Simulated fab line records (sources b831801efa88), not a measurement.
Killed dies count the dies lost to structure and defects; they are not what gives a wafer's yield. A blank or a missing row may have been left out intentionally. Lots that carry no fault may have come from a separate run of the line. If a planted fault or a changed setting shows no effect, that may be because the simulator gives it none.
fab line records ; flow sky130
[record] lots = 6; wafers = 18; last-day = 50
route steps=708 shown VIA3@585 METAL4@598 PAD_OPEN@708
lots that met no fault: taken from a fault-free run of the same line
start-h: the number of hours between the record's first day and the start of the first shown wafer of the lot ; wait-h: hours elapsed since this lot's preceding step ; " unchanged from the row above ; L1.1+2: a single row standing in for several wafers ; - value missing, or start not given ; * or withheld: withheld ; < > ~ a bound
route shown NAME@n: names a module that has steps shown in the file, with the first one's number in the route ; usual: mean/standard deviation of fault-free wafers ; same: alike in all rows ; chamber/n: place in a boat ; sites: each site's reading ; _std_site: standard deviation of those values ; _edge_site: inner sites' mean taken away from outer sites' mean ; radius-mm: how far each site lies from the wafer's centre ; mask NAME#n: copy n ; behind: the tool/chamber that last shaped the wafer ; hold: what put the lot on hold/how long, in hours/how the hold closed ; device: the n, p or np transistor that did not switch ; end of line: the route-end tests of the same wafers ; where a step has no rows: the recipe by itself ; killed: the dies lost at the first sort to structure and to defects; this is not the yield of the wafer ; map: per-die view of a wafer (x killed, . not killed, _ where there is no die)
set.NAME: the setting that was run; set.NAME@STEP: the one run at that earlier step ; model.NAME: the simulator's own value behind a step, which no gauge read
certain route steps with their lots: each step a table, each wafer a row
services: from which hour (start-h, from the record's first day; less than 0 if before it) a tool's chamber was out of use, for how many hours, and why
[[steps]]
[step SKY_VIA3_CD_MEAS_12]
[recipe] target-cd-nm = 200
[usual] cd-nm = 199.8/1.4
lot.wafer;tool;chamber;start-h;wait-h;cd-nm
L225.1;cd-sem-02;-;941.19;-;201.2
L225.2;cd-sem-02;-;941.19;-;199.8
L225.5;cd-sem-02;-;941.19;-;200.1
L235.1;cd-sem-01;-;1006.09;-;201.1
L235.3;cd-sem-01;-;1006.09;-;201.8
L235.4;cd-sem-01;-;1006.09;-;202.5
L236.3;cd-sem-02;-;1021.72;-;200.8
L236.5;cd-sem-02;-;1021.72;-;201.0
L236.6;cd-sem-02;-;1021.72;-;198.9
L238.2;cd-sem-01;-;1043.36;-;199.8
L238.4;cd-sem-01;-;1043.36;-;197.8
L238.5;cd-sem-01;-;1043.36;-;200.2
L244.1;cd-sem-02;-;1067.58;-;199.5
L244.2;cd-sem-02;-;1067.58;-;200.2
L244.4;cd-sem-02;-;1067.58;-;200.7
L247.1;cd-sem-02;-;1087.73;-;198.5
L247.3;cd-sem-02;-;1087.73;-;199.4
L247.6;cd-sem-02;-;1087.73;-;197.4
[step SKY_VIA3_OVL_MEAS_13]
[usual] VIA3_OVL = 0/4.7
lot.wafer;tool;chamber;start-h;wait-h;VIA3_OVL[nm]
L225.1;overlay-01;-;941.31;0.1;-2
L225.2;overlay-01;-;941.31;0.1;0
L225.5;overlay-01;-;941.31;0.1;-10
L235.1;overlay-02;-;1006.21;0.1;2
L235.3;overlay-02;-;1006.21;0.1;4
L235.4;overlay-02;-;1006.21;0.1;2
L236.3;overlay-01;-;1021.81;0.1;1
L236.5;overlay-01;-;1021.81;0.1;-4
L236.6;overlay-01;-;1021.81;0.1;0
L238.2;overlay-02;-;1043.47;0.1;5
L238.4;overlay-02;-;1043.47;0.1;-6
L238.5;overlay-02;-;1043.47;0.1;-4
L244.1;overlay-01;-;1067.70;0.1;-2
L244.2;overlay-01;-;1067.70;0.1;5
L244.4;overlay-01;-;1067.70;0.1;7
L247.1;overlay-01;-;1087.87;0.1;-5
L247.3;overlay-01;-;1087.87;0.1;-9
L247.6;overlay-01;-;1087.87;0.1;-6
[step SKY_VIA3_ETCH_14]
[recipe] chemistry = N2/H2; target = BARC; ion-energy-ev = 200; source-w = 500; bias-w = 100; pressure-mtorr = 30; n2-flow-sccm = 100; h2-flow-sccm = 200; stop-on = SiO2; time-s = 45.9; target-depth-a = 600
[usual] drypump-motor-current-A = 5.9/0.39; oes-product-au = 0.855/0.0054; throttle-valve-pct = 13.225/0.0079
lot.wafer;tool;chamber;start-h;wait-h;drypump-motor-current-A;oes-product-au;rf-hours-counter-h;throttle-valve-pct
L225.1;rie-diel-02;0;941.34;0.0;5.6;0.856;13;13.238
L225.2;rie-diel-02;3;941.34;0.0;4.9;0.859;12;13.232
L225.5;rie-diel-02;1;941.34;0.0;5.9;0.851;-;13.230
L235.1;rie-diel-03;2;1006.24;0.0;6.2;0.849;28;13.223
L235.3;rie-diel-03;3;1006.24;0.0;6.2;0.858;25;13.233
L235.4;rie-diel-03;1;1006.24;0.0;5.7;0.843;16;13.221
L236.3;rie-diel-01;0;1021.83;0.0;5.6;0.859;17;13.219
L236.5;rie-diel-01;0;1021.83;0.0;5.7;0.859;-;13.221
L236.6;rie-diel-01;3;1021.83;0.0;6.5;0.846;-;13.207
L238.2;rie-diel-03;0;1043.50;0.0;6.1;0.848;21;13.221
L238.4;rie-diel-03;3;1043.50;0.0;6.2;0.850;26;13.219
L238.5;rie-diel-03;1;1043.50;0.0;5.7;0.854;-;13.217
L244.1;rie-diel-03;1;1067.73;0.0;5.7;0.850;18;13.227
L244.2;rie-diel-03;2;1067.73;0.0;6.2;0.846;30;13.219
L244.4;rie-diel-03;0;1067.73;0.0;6.1;0.861;21;13.227
L247.1;rie-diel-03;3;1087.90;0.0;6.2;0.850;28;13.225
L247.3;rie-diel-03;2;1087.90;0.0;6.2;0.855;30;13.223
L247.6;rie-diel-03;1;1087.90;0.0;5.7;0.856;-;13.210
[step SKY_VIA3_ETCH_15]
[recipe] target = SiO2; chemistry = C4F8/O2/Ar; target-depth-nm = 507; stop-on = TiN; mask-material = KrF-thick; source-w = 1500; bias-w = 1200; pressure-mtorr = 40; c4f8-flow-sccm = withheld; O2_flow_sccm = 6; Ar_flow_sccm = 300; time-s = 78
[step SKY_VIA3_STRIP_16]
[recipe] chemistry = O2/N2; power-w = 1400; pressure-mtorr = 1500; platen-temp-c = withheld; o2-flow-sccm = 3000; n2-flow-sccm = 300; overash-fraction = 0.5
[usual] drypump-motor-current-A = 5.6/0.64; oes-product-au = 0.402/0.0051; strip-time-to-endpoint-s = 4.14/0.032
lot.wafer;tool;chamber;start-h;wait-h;drypump-motor-current-A;oes-product-au;rf-hours-counter-h;strip-time-to-endpoint-s
L225.1;plasma-asher-02;0;941.45;0.0;5.0;0.408;49;4.13
L225.2;plasma-asher-02;1;941.45;0.0;6.1;0.403;49;4.11
L225.5;plasma-asher-02;1;941.45;0.0;6.1;0.405;-;4.15
L235.1;plasma-asher-04;0;1006.35;0.0;6.6;0.401;88;4.12
L235.3;plasma-asher-04;0;1006.35;0.0;6.6;0.400;-;4.12
L235.4;plasma-asher-04;1;1006.35;0.0;5.8;0.396;-;4.18
L236.3;plasma-asher-02;1;1021.97;0.1;6.1;0.410;-;4.13
L236.5;plasma-asher-02;0;1021.97;0.1;5.0;0.411;-;4.15
L236.6;plasma-asher-02;1;1021.97;0.1;6.1;0.408;-;4.10
L238.2;plasma-asher-01;1;1043.60;0.0;4.8;0.403;122;4.20
L238.4;plasma-asher-01;0;1043.60;0.0;5.2;0.402;-;4.13
L238.5;plasma-asher-01;1;1043.60;0.0;4.8;0.395;-;4.20
L244.1;plasma-asher-04;1;1067.83;0.0;5.8;0.403;94;4.17
L244.2;plasma-asher-04;0;1067.83;0.0;6.6;0.400;94;4.14
L244.4;plasma-asher-04;0;1067.83;0.0;6.6;0.408;-;4.18
L247.1;plasma-asher-02;1;1088.00;0.0;6.1;0.402;63;4.14
L247.3;plasma-asher-02;1;1088.00;0.0;6.1;0.409;-;4.14
L247.6;plasma-asher-02;0;1088.00;0.0;5.0;0.404;-;4.20
[step SKY_VIA3_STRIP_17]
[recipe] chemistry = post-etch-residue-remover; time-s = 1200; temp-c = 72.5
[step SKY_VIA3_CLEAN_18]
[recipe] chemistry = IPA; time-s = 180; temp-c = 25
[step SKY_VIA3_CLEAN_19]
[recipe] chemistry = O3/DIW; dry = n2-spin
[step SKY_VIA3_SPUTTER_20]
[recipe] material = TiN; target-thk-nm = 20; chamber-pressure-pa = 5; power-w = 4000; time-s = 80
[usual] throttle-valve-pct = 30.2/1.1
lot.wafer;tool;chamber;start-h;wait-h;throttle-valve-pct
L225.1;pvd-sputter-01;-;942.04;0.0;30.6
L225.2;pvd-sputter-01;-;942.04;0.0;29.3
L225.5;pvd-sputter-01;-;942.04;0.0;30.3
L235.1;pvd-sputter-04;-;1007.29;0.0;30.2
L235.3;pvd-sputter-04;-;1007.29;0.0;29.9
L235.4;pvd-sputter-04;-;1007.29;0.0;28.4
L236.3;pvd-sputter-01;-;1022.61;0.0;29.4
L236.5;pvd-sputter-01;-;1022.61;0.0;31.4
L236.6;pvd-sputter-01;-;1022.61;0.0;29.2
L238.2;pvd-sputter-02;-;1044.28;0.0;32.0
L238.4;pvd-sputter-02;-;1044.28;0.0;29.2
L238.5;pvd-sputter-02;-;1044.28;0.0;28.6
L244.1;pvd-sputter-02;-;1068.43;0.0;32.1
L244.2;pvd-sputter-02;-;1068.43;0.0;28.4
L244.4;pvd-sputter-02;-;1068.43;0.0;30.7
L247.1;pvd-sputter-02;-;1088.60;0.0;28.6
L247.3;pvd-sputter-02;-;1088.60;0.0;29.4
L247.6;pvd-sputter-02;-;1088.60;0.0;30.8
[step SKY_VIA3_CVD_21]
[recipe] material = W; target-thk-nm = 390; time-s = 117.31; temp-c = 400; pressure-torr = 40
[usual] heater-power-w = 948/42
lot.wafer;tool;chamber;start-h;wait-h;heater-power-w
L225.1;cvd-w-02;1;942.10;0.0;1003
L225.2;cvd-w-02;0;942.10;0.0;942
L225.5;cvd-w-02;0;942.10;0.0;930
L235.1;cvd-w-02;0;1007.35;0.0;945
L235.3;cvd-w-02;1;1007.35;0.0;972
L235.4;cvd-w-02;0;1007.35;0.0;972
L236.3;cvd-w-01;1;1022.71;0.1;879
L236.5;cvd-w-01;1;1022.71;0.1;860
L236.6;cvd-w-01;0;1022.71;0.1;950
L238.2;cvd-w-02;0;1044.34;0.0;943
L238.4;cvd-w-02;0;1044.34;0.0;962
L238.5;cvd-w-02;0;1044.34;0.0;956
L244.1;cvd-w-02;1;1068.49;0.0;972
L244.2;cvd-w-02;0;1068.49;0.0;966
L244.4;cvd-w-02;0;1068.49;0.0;935
L247.1;cvd-w-01;1;1088.66;0.0;880
L247.3;cvd-w-01;1;1088.66;0.0;877
L247.6;cvd-w-01;0;1088.66;0.0;978
[step SKY_VIA3_RS_MEAS_22]
[recipe] thk-meas-gauge = four-point-probe; reads = W_of_VIA3_CVD_21+TiN_of_VIA3_SPUTTER_20
[usual] VIA3_W_RS = 0.297/0.0039
lot.wafer;tool;chamber;start-h;wait-h;VIA3_W_RS[ohm/sq]
L225.1;film-metro-01;-;942.22;0.1;0.308
L225.2;film-metro-01;-;942.22;0.1;0.295
L225.5;film-metro-01;-;942.22;0.1;0.295
L235.1;film-metro-02;-;1007.47;0.1;0.298
L235.3;film-metro-02;-;1007.47;0.1;0.297
L235.4;film-metro-02;-;1007.47;0.1;0.291
L236.3;film-metro-04;-;1022.84;0.1;0.295
L236.5;film-metro-04;-;1022.84;0.1;0.294
L236.6;film-metro-04;-;1022.84;0.1;0.296
L238.2;film-metro-02;-;1044.48;0.1;0.293
L238.4;film-metro-02;-;1044.48;0.1;0.294
L238.5;film-metro-02;-;1044.48;0.1;0.293
L244.1;film-metro-01;-;1068.71;0.2;0.298
L244.2;film-metro-01;-;1068.71;0.2;0.293
L244.4;film-metro-01;-;1068.71;0.2;0.291
L247.1;film-metro-04;-;1088.78;0.1;0.296
L247.3;film-metro-04;-;1088.78;0.1;0.295
L247.6;film-metro-04;-;1088.78;0.1;0.297
[step SKY_VIA3_THK_MEAS_23]
[recipe] thk-meas-gauge = xrf; reads = W_of_VIA3_CVD_21
[usual] VIA3_W_THK = 393/6
lot.wafer;tool;chamber;start-h;wait-h;VIA3_W_THK[nm]
L225.1;film-metro-01;-;942.34;0.1;375
L225.2;film-metro-01;-;942.34;0.1;393
L225.5;film-metro-01;-;942.34;0.1;392
L235.1;film-metro-02;-;1007.59;0.1;389
L235.3;film-metro-02;-;1007.59;0.1;390
L235.4;film-metro-02;-;1007.59;0.1;399
L236.3;film-metro-04;-;1022.94;0.1;399
L236.5;film-metro-04;-;1022.94;0.1;400
L236.6;film-metro-04;-;1022.94;0.1;393
L238.2;film-metro-02;-;1044.59;0.1;397
L238.4;film-metro-02;-;1044.59;0.1;395
L238.5;film-metro-02;-;1044.59;0.1;399
L244.1;film-metro-01;-;1068.83;0.1;387
L244.2;film-metro-01;-;1068.83;0.1;392
L244.4;film-metro-01;-;1068.83;0.1;392
L247.1;film-metro-04;-;1088.90;0.1;389
L247.3;film-metro-04;-;1088.90;0.1;392
L247.6;film-metro-04;-;1088.90;0.1;390
[step SKY_VIA3_CMP_24]
[recipe] stop-on = SiO2; t-overpolish-s = 20; down-force-psi = 3.5; platen-rpm = 60; target-thk-nm = 0; pad-velocity-m-s = 0.94248
[usual] motor-current-A = 11.1/1.4; overpolish-run-s = 20.000/0.0094; t-overpolish-s = 20/0; time-to-endpoint-s = 95/4.6
lot.wafer;tool;chamber;start-h;wait-h;motor-current-A;overpolish-run-s;t-overpolish-s;time-to-endpoint-s
L225.1;cmp-02;2;942.66;0.3;10.2;20.002;20;90
L225.2;cmp-02;3;942.66;0.3;9.9;20.004;20;88
L225.5;cmp-02;0;942.66;0.3;12.0;19.999;20;92
L235.1;cmp-01;3;1007.65;0.1;10.5;20.013;20;91
L235.4;cmp-01;1;1007.65;0.1;13.8;22.128;22.124;98
L235.3;cmp-01;2;1007.65;0.1;9.3;20.009;20;90
L236.3;cmp-01;2;1023.03;0.1;9.9;20.010;20;93
L236.6;cmp-01;1;1023.03;0.1;13.6;22.127;22.124;102
L236.5;cmp-01;2;1023.03;0.1;9.8;20.013;20;95
L238.4;cmp-02;3;1044.92;0.3;9.9;19.998;20;90
L238.2;cmp-02;0;1044.92;0.3;13.4;20.012;20;95
L238.5;cmp-02;3;1044.92;0.3;9.6;20.003;20;90
L244.4;cmp-02;3;1069.38;0.5;9.5;20.006;20;90
L244.1;cmp-02;0;1069.38;0.5;11.7;20.013;20;91
L244.2;cmp-02;1;1069.38;0.5;11.5;19.997;20;101
L247.3;cmp-01;1;1089.06;0.1;13.9;19.999;20;101
L247.1;cmp-01;2;1089.06;0.1;9.4;19.999;20;93
L247.6;cmp-01;0;1089.06;0.1;10.0;20.000;20;96
[step SKY_METAL4_SPUTTER_00]
[recipe] material = Ti; target-thk-nm = 15; power-w = 3000; time-s = 10; chamber-pressure-pa = 0.4
[usual] throttle-valve-pct = 30.2/1.1
lot.wafer;tool;chamber;start-h;wait-h;throttle-valve-pct
L225.1;pvd-sputter-03;-;942.86;0.1;30.6
L225.2;pvd-sputter-03;-;942.86;0.1;30.2
L225.5;pvd-sputter-03;-;942.86;0.1;30.3
L235.1;pvd-sputter-02;-;1007.95;0.2;30.5
L235.3;pvd-sputter-02;-;1007.95;0.2;28.4
L235.4;pvd-sputter-02;-;1007.95;0.2;32.0
L236.3;pvd-sputter-02;-;1023.28;0.2;32.3
L236.5;pvd-sputter-02;-;1023.28;0.2;30.8
L236.6;pvd-sputter-02;-;1023.28;0.2;28.5
L238.2;pvd-sputter-04;-;1045.17;0.1;31.5
L238.4;pvd-sputter-04;-;1045.17;0.1;30.5
L238.5;pvd-sputter-04;-;1045.17;0.1;31.4
L244.1;pvd-sputter-02;-;1069.68;0.2;30.8
L244.2;pvd-sputter-02;-;1069.68;0.2;29.5
L244.4;pvd-sputter-02;-;1069.68;0.2;31.8
L247.1;pvd-sputter-02;-;1089.26;0.1;28.5
L247.3;pvd-sputter-02;-;1089.26;0.1;31.9
L247.6;pvd-sputter-02;-;1089.26;0.1;32.1
[step SKY_PAD_OPEN_PROBE_99]
[usual] defect-limited-yield = 82.8/1.8; killed_at_M0_to_M3 = 42/5.8; killed_at_M4_up = 3.0/2; killed-at-contacts = 24/5.5; killed-at-front-end = 15/3.9; killed-at-other = 0.3/0.54; killed-dies = 85/8.8; killed-open = 47/6.8; killed-short = 38/5.9; sort_bin_3_pad_short = 0.9/0.41; sort_bin_5_function = 10.1/1.4; sort_bin_6_memory = 6.2/1.2; sort-n-pass = 407/8.8; sort-yield-pct = 82.8/1.8
[same] gross-dies = 492; killed-at-back-side = 0; sort_bin_4_leakage[%] = 0; sort_bin_8_speed[%] = 0
lot.wafer;tool;chamber;start-h;wait-h;defect-limited-yield[%];killed_at_M0_to_M3;killed_at_M4_up;killed-at-contacts;killed-at-front-end;killed-at-other;killed-dies;killed-open;killed-short;sort_bin_3_pad_short[%];sort_bin_5_function[%];sort_bin_6_memory[%];sort-n-pass;sort-yield-pct[%]
L225.1;prober-01;-;1087.26;0.1;84.6;34;4;22;15;1;76;41;35;1.0;8.1;6.3;416;84.6
L225.2;prober-01;-;1087.31;0.1;85.0;43;1;16;13;1;74;38;35;1.0;8.9;5.1;418;85.0
L225.5;prober-01;-;1087.46;0.2;85.0;34;4;23;13;0;74;41;33;0.6;6.9;7.5;418;85.0
L235.1;prober-01;-;1139.93;0.1;82.7;40;5;24;16;0;85;39;46;0.8;10.4;6.1;407;82.7
L235.3;prober-01;-;1140.03;0.2;85.6;34;3;20;13;1;71;39;32;1.2;7.3;5.9;421;85.6
L235.4;prober-01;-;1140.08;0.2;82.7;46;2;18;18;1;85;47;38;0.4;11.2;5.7;407;82.7
L236.3;prober-01;-;1155.27;0.2;83.7;43;4;21;12;0;80;51;29;1.0;8.1;7.1;412;83.7
L236.5;prober-01;-;1155.37;0.2;84.3;43;2;18;14;0;77;49;28;1.0;9.8;4.9;415;84.3
L236.6;prober-01;-;1155.42;0.2;81.1;50;2;29;12;0;93;54;39;1.6;11.4;5.9;399;81.1
L238.2;prober-02;-;1172.54;0.1;84.1;36;4;25;13;0;78;50;28;0.6;9.8;5.5;414;84.1
L238.4;prober-02;-;1172.64;0.2;84.1;42;1;26;9;0;78;42;35;0.4;10.0;5.5;414;84.1
L238.5;prober-02;-;1172.69;0.2;84.1;37;4;26;11;0;78;42;35;1.0;9.1;5.7;414;84.1
L244.1;prober-02;-;1191.46;0.1;82.7;43;4;24;13;1;85;43;42;1.2;9.6;6.5;407;82.7
L244.2;prober-02;-;1191.51;0.1;81.3;46;3;23;20;0;92;48;44;0.6;10.6;7.5;400;81.3
L244.4;prober-02;-;1191.61;0.2;83.9;39;3;19;17;1;79;49;30;0;10.8;5.3;413;83.9
L247.1;prober-02;-;1204.65;0.1;81.5;42;1;37;10;1;91;55;36;0.8;10.8;6.9;401;81.5
L247.3;prober-02;-;1204.75;0.2;84.3;39;0;20;18;0;77;35;42;0.8;9.6;5.3;415;84.3
L247.6;prober-02;-;1204.90;0.2;82.7;44;1;25;15;0;85;44;39;1.6;10.0;5.7;407;82.7
// killed by level:class
L225.1 VIA1:geometric-particle:open=8 LI_CONTACT:geometric-particle:open=7 FIELD_ISO:geometric-particle:open=5 LOCAL_INTERCONNECT:geometric-particle:short=5 VIA3:geometric-particle:open=5 CONTACT:geometric-particle:open=5 FIELD_ISO:geometric-particle:short=4 VIA1:geometric-particle:short=4
L225.2 VIA1:geometric-particle:open=11 METAL1:geometric-particle:short=8 METAL2:geometric-particle:short=6 LI_CONTACT:geometric-particle:open=4 CONTACT:geometric-particle:open=4 VIA1:geometric-particle:short=4 VIA2:geometric-particle:open=4 FIELD_ISO:geometric-particle:short=3
L225.5 CONTACT:geometric-particle:open=11 VIA1:geometric-particle:open=7 LI_CONTACT:geometric-particle:open=5 METAL1:geometric-particle:short=5 VIA1:geometric-particle:short=4 METAL3:geometric-particle:short=4 FIELD_ISO:geometric-particle:open=3 POLY_GATE:geometric-particle:open=3
L235.1 CONTACT:geometric-particle:open=8 VIA1:geometric-particle:open=8 VIA1:geometric-particle:short=7 FIELD_ISO:geometric-particle:short=5 LOCAL_INTERCONNECT:geometric-particle:short=5 VIA2:geometric-particle:short=5 VIA3:geometric-particle:open=5 FIELD_ISO:geometric-particle:open=4
L235.3 CONTACT:geometric-particle:open=9 VIA2:geometric-particle:open=8 VIA1:geometric-particle:open=8 METAL2:geometric-particle:short=5 POLY_GATE:geometric-particle:short=4 FIELD_ISO:geometric-particle:short=3 FIELD_ISO:geometric-particle:open=3 LI_CONTACT:geometric-particle:open=3
L235.4 VIA1:geometric-particle:open=12 CONTACT:geometric-particle:open=8 FIELD_ISO:geometric-particle:short=6 VIA1:geometric-particle:short=6 VIA2:geometric-particle:open=5 VIA3:geometric-particle:open=5 POLY_GATE:geometric-particle:open=4 CONTACT:geometric-particle:short=4
L236.3 VIA1:geometric-particle:open=11 CONTACT:geometric-particle:open=9 VIA2:geometric-particle:open=8 VIA3:geometric-particle:open=6 FIELD_ISO:geometric-particle:open=5 LI_CONTACT:geometric-particle:open=5 CONTACT:geometric-particle:short=4 VIA1:geometric-particle:short=4
L236.5 VIA1:geometric-particle:open=12 CONTACT:geometric-particle:open=10 VIA2:geometric-particle:open=8 VIA3:geometric-particle:open=7 FIELD_ISO:geometric-particle:short=5 METAL2:geometric-particle:short=4 SPACER:geometric-particle:open=3 VIA1:geometric-particle:short=3
L236.6 VIA3:geometric-particle:open=11 VIA2:geometric-particle:open=10 CONTACT:geometric-particle:open=10 LI_CONTACT:geometric-particle:open=9 VIA1:geometric-particle:open=9 METAL1:geometric-particle:short=8 CONTACT:geometric-particle:short=5 METAL2:geometric-particle:short=4
L238.2 VIA1:geometric-particle:open=13 LI_CONTACT:geometric-particle:open=10 CONTACT:geometric-particle:open=10 VIA2:geometric-particle:open=6 POLY_GATE:geometric-particle:open=4 METAL1:geometric-particle:short=4 METAL2:geometric-particle:short=4 FIELD_ISO:geometric-particle:open=3
L238.4 VIA1:geometric-particle:open=13 CONTACT:geometric-particle:open=8 LI_CONTACT:geometric-particle:short=6 LI_CONTACT:geometric-particle:open=5 LOCAL_INTERCONNECT:geometric-particle:short=5 VIA1:geometric-particle:short=4 VIA2:geometric-particle:open=4 FIELD_ISO:geometric-particle:short=3
L238.5 CONTACT:geometric-particle:open=13 VIA1:geometric-particle:open=10 METAL1:geometric-particle:short=8 LI_CONTACT:geometric-particle:open=7 VIA1:geometric-particle:short=5 VIA3:geometric-particle:open=4 METAL2:geometric-particle:short=4 POLY_GATE:geometric-particle:short=3
L244.1 VIA2:geometric-particle:open=9 LI_CONTACT:geometric-particle:open=8 VIA1:geometric-particle:open=8 VIA3:geometric-particle:open=7 LOCAL_INTERCONNECT:geometric-particle:short=6 METAL1:geometric-particle:short=6 FIELD_ISO:geometric-particle:short=5 FIELD_ISO:geometric-particle:open=5
L244.2 CONTACT:geometric-particle:open=9 VIA1:geometric-particle:open=8 METAL1:geometric-particle:short=7 VIA2:geometric-particle:open=7 CONTACT:geometric-particle:short=6 VIA3:geometric-particle:open=6 VIA1:geometric-particle:short=5 FIELD_ISO:geometric-particle:open=4
L244.4 CONTACT:geometric-particle:open=8 VIA2:geometric-particle:open=8 VIA1:geometric-particle:open=8 VIA3:geometric-particle:open=8 VIA2:geometric-particle:short=6 FIELD_ISO:geometric-particle:open=5 FIELD_ISO:geometric-particle:short=4 POLY_GATE:geometric-particle:open=4
L247.1 CONTACT:geometric-particle:open=13 VIA3:geometric-particle:open=10 LI_CONTACT:geometric-particle:open=8 LOCAL_INTERCONNECT:geometric-particle:short=7 VIA1:geometric-particle:open=7 FIELD_ISO:geometric-particle:short=5 LOCAL_INTERCONNECT:geometric-particle:open=4 CONTACT:geometric-particle:short=4
L247.3 CONTACT:geometric-particle:open=10 METAL1:geometric-particle:short=8 VIA1:geometric-particle:open=7 FIELD_ISO:geometric-particle:short=6 VIA1:geometric-particle:short=6 LI_CONTACT:geometric-particle:open=5 METAL2:geometric-particle:short=5 FIELD_ISO:geometric-particle:open=4
L247.6 VIA1:geometric-particle:open=12 CONTACT:geometric-particle:open=11 LOCAL_INTERCONNECT:geometric-particle:short=6 METAL2:geometric-particle:short=6 METAL3:geometric-particle:short=5 CONTACT:geometric-particle:short=4 VIA2:geometric-particle:open=4 FIELD_ISO:geometric-particle:short=3
[[services]]
tool;chamber;start-h;hours;kind
cvd-w-02;0;918.00;-;clean
cvd-w-02;1;918.00;-;clean
cmp-01;-;921.55;25.4;pm
rie-diel-01;0;932.75;5.9;repair
cvd-w-01;-;933.70;14.6;pm
cmp-02;-;954.50;1.0;repair
cvd-w-01;-;954.96;0.6;repair
cmp-01;-;964.19;4.1;repair
rie-diel-01;-;967.71;2.7;repair
cmp-02;-;968.29;5.8;pm
cmp-02;-;978.55;17.9;pm
rie-diel-03;2;982.43;9.2;repair
cvd-w-01;-;986.74;2.8;pm
plasma-asher-04;-;993.41;2.8;pm
pvd-sputter-03;-;995.29;4.5;repair
plasma-asher-02;-;1016.55;1.7;repair
pvd-sputter-03;-;1034.45;5.0;repair
cmp-02;-;1047.39;1.2;repair
plasma-asher-01;-;1055.25;9.0;pm
plasma-asher-01;-;1064.17;3.8;repair
rie-diel-01;0;1064.98;8.0;repair
rie-diel-02;-;1082.54;0.7;repair
cmp-02;-;1084.06;4.0;pm
cmp-02;-;1088.06;-;consumable-replace:conditioner
[[key]]
[first-sign] step = SKY_VIA3_CMP_24; reading = t-overpolish-s; direction = up; sigmas = 99+; usual = 20; struck = 22.124
[effect] step = SKY_VIA3_CMP_24; reading = overpolish-run-s; direction = up; sigmas = 99+; usual = 20.000; struck = 22.128
met-at SKY_VIA3_CMP_24
struck-wafers L235.4,L236.6
[fault] kind = process-parameter-drift; tool = cmp-01; chamber = 1; onset-h = 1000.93; steps = SKY_VIA3_CMP_24; channel = t-overpolish-s; offset = 2.1242; shape = step; end-h = 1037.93; acts-in = these-recipes-only; stated = 20
